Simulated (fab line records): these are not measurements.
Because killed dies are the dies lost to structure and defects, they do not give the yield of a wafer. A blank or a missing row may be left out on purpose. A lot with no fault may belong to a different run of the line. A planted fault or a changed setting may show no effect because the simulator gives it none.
The same fault as seen by 2 desks :: flow sky130 :: each desk has only its own numbers; what lay behind them comes last

## THE METROLOGY DESK
What the gauges read, lot by lot, whatever tool the lot ran on: means of the sampled wafers that have a number. A lot is out of limits, marked OUT, if its mean lies more than 4 standard deviations from the usual mean; the brackets give that distance.
Columns: A = LDD_LDN_TW at SKY_LDD_LDN_TW_MEAS_13, usual 1486
lot: L119
first seen here: day 23 16:09
A: 1504

lot: L120
first seen here: day 23 19:13
A: 1467

lot: L121
first seen here: day 23 23:50
A: 1498

lot: L122
first seen here: day 24 04:33
A: 1464

lot: L124
first seen here: day 25 04:16
A: 1462

lot: L133
first seen here: day 28 05:33
A: 1369 (-6.2) OUT

lot: L134
first seen here: day 28 14:58
A: 1366 (-6.3) OUT

lot: L136
first seen here: day 29 12:31
A: 1502

lot: L137
first seen here: day 29 19:02
A: 1507

lot: L138
first seen here: day 29 21:42
A: 1503

lot: L140
first seen here: day 30 07:36
A: 1451
This desk's result: L133, L134 out of limits, first on L133 (LDD_LDN_TW at SKY_LDD_LDN_TW_MEAS_13), day 28 05:33. Within limits: L119, L120, L121, L122, L124, L136, L137, L138, L140.

## TOOL OWNER'S DESK, implanter-03
The tool's own readings at SKY_LDD_LDN_IMPLANT_09: means of the sampled wafers that have a number, for each lot that ran on this tool. A lot is out of limits, marked OUT, if its mean lies more than 4 standard deviations from the usual mean; the brackets give that distance.
Columns: A = doseIonsCm2 at SKY_LDD_LDN_IMPLANT_09, usual 1.25e+13; B = endStationPressureTorr at SKY_LDD_LDN_IMPLANT_09, usual 5.08e-06 Torr; C = faradayCurrentUA at SKY_LDD_LDN_IMPLANT_09, usual 70.4; D = rotationDeg at SKY_LDD_LDN_IMPLANT_09, usual 113.00 degrees
lot: L119
first seen here: day 23 15:36
A: 1.25e+13
B: 5.28e-06
C: 69.5
D: 112.98

lot: L121
first seen here: day 23 23:17
A: 1.25e+13
B: 4.86e-06
C: 69.0
D: 112.98

lot: L122
first seen here: day 24 04:00
A: 1.25e+13
B: 5.19e-06
C: 71.2
D: 113.01

lot: L124
first seen here: day 25 03:44
A: 1.25e+13
B: 4.96e-06
C: 70.0
D: 112.99

lot: L133
first seen here: day 28 05:00
A: 2.05e+12 (-99 or more) OUT
B: 4.89e-06
C: 11.5 (-42) OUT
D: 113.00

lot: L134
first seen here: day 28 14:28
A: 2.03e+12 (-99 or more) OUT
B: 5.19e-06
C: 11.5 (-42) OUT
D: 112.98
This desk's verdict: out of limits on L133, L134, starting with L133 at day 28 05:00 (doseIonsCm2 at SKY_LDD_LDN_IMPLANT_09). Within limits: L119, L121, L122, L124.

## PUT TOGETHER
The tool owner's desk had the chance to raise an alarm at day 28 05:00 on L133, L134.
The metrology desk could have raised an alarm at day 28 05:33, on L133, L134.
All the named lots went through SKY_LDD_LDN_IMPLANT_09 on implanter-03.

## WHAT THE SIMULATOR PUT IN
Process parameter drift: implanter-03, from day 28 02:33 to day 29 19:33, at SKY_LDD_LDN_IMPLANT_09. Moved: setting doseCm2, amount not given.
Lots struck among those shown: L133, L134.
Delay (hours) between the fault's onset and each desk's first out-of-limits reading: 2 at the tool owner's desk, 3 at the metrology desk.
